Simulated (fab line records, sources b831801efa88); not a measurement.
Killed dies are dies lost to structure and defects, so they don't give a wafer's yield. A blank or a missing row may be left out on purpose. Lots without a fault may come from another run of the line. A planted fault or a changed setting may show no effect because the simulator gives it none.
Which tool did it? | flow sky130 | 10 lots, 30 wafers sampled, at 4 steps of a route of 708

WHAT THE GAUGES READ, wafer by wafer
SKY_METAL2_RS_MEAS_05: measures by four-point-probe.
lot  | measured     | on            | METAL2_ALCU_RS (ohm/sq)
L334 | day 34 22:39 | film_metro-01 | 0.1276 0.1283 0.1275
L335 | day 35 23:01 | film_metro-04 | 0.1255 0.1255 0.1248
L341 | day 37 18:38 | film_metro-04 | 0.1276 0.1271 0.1272
L342 | day 38 04:40 | film_metro-04 | 0.1253 0.1263 0.1270
L343 | day 38 05:13 | film_metro-01 | 0.1513 0.1499 0.1510
L344 | day 38 14:44 | film_metro-01 | 0.1277 0.1283 0.1282
L345 | day 38 23:59 | film_metro-02 | 0.1474 0.1475 0.1484
L346 | day 39 06:38 | film_metro-04 | 0.1494 0.1476 0.1485
L351 | day 40 10:57 | film_metro-01 | 0.1284 0.1271 0.1282
L352 | day 40 17:14 | film_metro-01 | 0.1259 0.1270 0.1268

WHICH TOOL RAN EACH LOT (tool, then ch and the chambers of the sampled wafers, then the start)
lot  | SKY_VIA1_STRIP_16                    | SKY_VIA1_SPUTTER_20          | SKY_METAL2_SPUTTER_02
L334 | plasma_asher-02 ch 0,1, day 34 21:16 | pvd_sputter-03, day 34 21:52 | pvd_sputter-03, day 34 22:32
L335 | plasma_asher-01 ch 0,1, day 35 21:38 | pvd_sputter-02, day 35 22:13 | pvd_sputter-01, day 35 22:54
L341 | plasma_asher-02 ch 0,1, day 37 16:54 | pvd_sputter-03, day 37 17:28 | pvd_sputter-03, day 37 18:31
L342 | plasma_asher-02 ch 0,1, day 38 03:12 | pvd_sputter-02, day 38 03:53 | pvd_sputter-01, day 38 04:34
L343 | plasma_asher-03 ch 0,1, day 38 03:49 | pvd_sputter-03, day 38 04:22 | pvd_sputter-03, day 38 05:04
L344 | plasma_asher-03 ch 0,1, day 38 12:58 | pvd_sputter-02, day 38 13:36 | pvd_sputter-04, day 38 14:38
L345 | plasma_asher-01 ch 0,1, day 38 22:27 | pvd_sputter-03, day 38 23:07 | pvd_sputter-03, day 38 23:54
L346 | plasma_asher-01 ch 0,1, day 39 03:26 | pvd_sputter-02, day 39 04:07 | pvd_sputter-03, day 39 06:32
L351 | plasma_asher-02 ch 0,1, day 40 09:27 | pvd_sputter-02, day 40 10:05 | pvd_sputter-04, day 40 10:52
L352 | plasma_asher-03 ch 0,1, day 40 15:26 | pvd_sputter-02, day 40 16:04 | pvd_sputter-01, day 40 17:08
- SKY_VIA1_STRIP_16: strips in O2/N2.
- SKY_VIA1_SPUTTER_20: material TiN, target thk 20 nm, time 80 s.
- SKY_METAL2_SPUTTER_02: material AlCu, target thk 250 nm, time 13.3 s.

THE ANSWER, worked out from the rows above alone
Rule: what is usual is taken from the lots themselves. Put in order of their means at a reading, lots are off if they are a third of the lots or fewer, leave a main group of 4 or more, and stand apart from it by a gap of 3 or more times the standard deviation of the main group's means; of several such gaps the widest counts. A main group whose means are all the same, to the digits that the tables above print for the reading, isn't used. A lot without any number at a reading at which 4 lots or more have one is off too. The other lots that the step has rows for count as sound.
Off: L343, L345, L346, at SKY_METAL2_RS_MEAS_05 (METAL2_ALCU_RS). The main group: mean 0.1270 ohm/sq, standard deviation 0.00096.
A tool fits if, at a process step before that reading, it ran every lot that is off, and no sound lot after the first of them. The gauges at SKY_METAL2_RS_MEAS_05 are tried like those tools. One fits: pvd_sputter-03 at SKY_METAL2_SPUTTER_02. Its last sound lot is L341 (day 37 18:31), its first lot that is off L343 (day 38 05:04): a fault that began between those two fits.

WHAT THE SIMULATOR HAD PUT IN
Process parameter drift: pvd_sputter-03, from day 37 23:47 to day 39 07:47, at SKY_METAL2_SPUTTER_02. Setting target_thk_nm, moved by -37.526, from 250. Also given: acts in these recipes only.
Lots struck among those shown: L343, L345, L346. The rule above found the same.
